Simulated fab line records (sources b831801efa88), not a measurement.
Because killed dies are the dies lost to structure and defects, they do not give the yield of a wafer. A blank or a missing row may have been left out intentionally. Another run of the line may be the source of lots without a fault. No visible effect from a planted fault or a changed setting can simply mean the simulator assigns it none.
Matching of chambers | flow gf180mcu | GF_MIM_CVD_05 on pecvd-01: 3 sister chambers
The step deposits Si3N4, target thk 42 nm, time 29.086 s. 6 wafers are shown with their chamber, then 12 later ones without.

## WAFERS, EACH WITH ITS CHAMBER
wafer  | chamber | heater_power_w (W)
L087.3 | 2       | 729
L088.5 | 1       | 622
L088.6 | 0       | 700
L089.3 | 2       | 743
L089.5 | 0       | 693
L089.6 | 1       | 683

## WAFERS WITHOUT THEIR CHAMBER
wafer  | heater_power_w (W)
L094.2 | 666
L094.4 | 762
L094.6 | 653
L095.2 | 732
L095.3 | 723
L095.4 | 596
L097.1 | 770
L097.2 | 616
L097.3 | 756
L097.4 | 627
L097.5 | 744
L097.6 | 756

## EACH ONE'S CHAMBER
wafer  | from the rows above     | in truth
L094.2 | can't be placed: 1 or 0 | 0
L094.4 | can't be placed: 2 or 0 | 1
L094.6 | can't be placed: 1 or 0 | 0
L095.2 | can't be placed: 2 or 0 | 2
L095.3 | can't be placed: 2 or 0 | 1
L095.4 | can't be placed: 1 or 0 | 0
L097.1 | can't be placed: 2 or 0 | 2
L097.2 | can't be placed: 1 or 0 | 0
L097.3 | can't be placed: 2 or 0 | 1
L097.4 | can't be placed: 1 or 0 | 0
L097.5 | can't be placed: 2 or 0 | 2
L097.6 | can't be placed: 2 or 0 | 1
0 of 12 placed correctly. Can't be placed from these rows: 12 (the true chamber is among the candidates in 8). 0 placed wrongly.
How it was worked out, from the rows above alone: a wafer's distance from a chamber is the root of the sum, over the readings, of the square of ((its reading less the chamber's mean) divided by the reading's scatter). The wafer belongs to the nearest chamber; if the next one is less than 2 further off, it can't be placed. Each chamber's mean is taken over the wafers shown for it. The scatter: take each reading less its chamber's mean, square it, sum over the shown wafers, divide by the number of wafers less the number of chambers, and take the root.
